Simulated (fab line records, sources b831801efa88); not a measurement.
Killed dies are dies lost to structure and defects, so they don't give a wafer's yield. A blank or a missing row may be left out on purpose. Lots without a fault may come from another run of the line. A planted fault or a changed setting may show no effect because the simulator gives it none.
Which tool did it? | flow sky130 | 6 lots, 18 wafers sampled, at 1 step of a route of 708

WHAT THE GAUGES READ, wafer by wafer
SKY_VIA2_CD_MEAS_12: target cd 200 nm.
lot  | measured     | on        | cd_nm (nm)
L571 | day 39 02:11 | cd_sem-02 | 199.1 200.1 199.7
L575 | day 40 04:20 | cd_sem-01 | 200.7 200.3 198.4
L578 | day 40 23:27 | cd_sem-01 | 197.9 197.6 198.9
L582 | day 41 18:28 | cd_sem-02 | 202.8 202.3 201.3
L585 | day 42 12:34 | cd_sem-02 | 200.7 200.5 200.1
L588 | day 43 07:01 | cd_sem-02 | 200.7 202.0 200.6

WHICH TOOL RAN EACH LOT (tool, then ch and the chambers of the sampled wafers, then the start)
The record holds no process step before these readings.

THE ANSWER, worked out from the rows above alone
Rule: what is usual is taken from the lots themselves. Put in order of their means at a reading, lots are off if they are a third of the lots or fewer, leave a main group of 4 or more, and stand apart from it by a gap of 3 or more times the standard deviation of the main group's means; of several such gaps the widest counts. A main group whose means are all the same, to the digits that the tables above print for the reading, isn't used. A lot without any number at a reading at which 4 lots or more have one is off too. The other lots that the step has rows for count as sound.
No lot is off at any reading shown: from this, nothing can be told.

WHAT THE SIMULATOR HAD PUT IN
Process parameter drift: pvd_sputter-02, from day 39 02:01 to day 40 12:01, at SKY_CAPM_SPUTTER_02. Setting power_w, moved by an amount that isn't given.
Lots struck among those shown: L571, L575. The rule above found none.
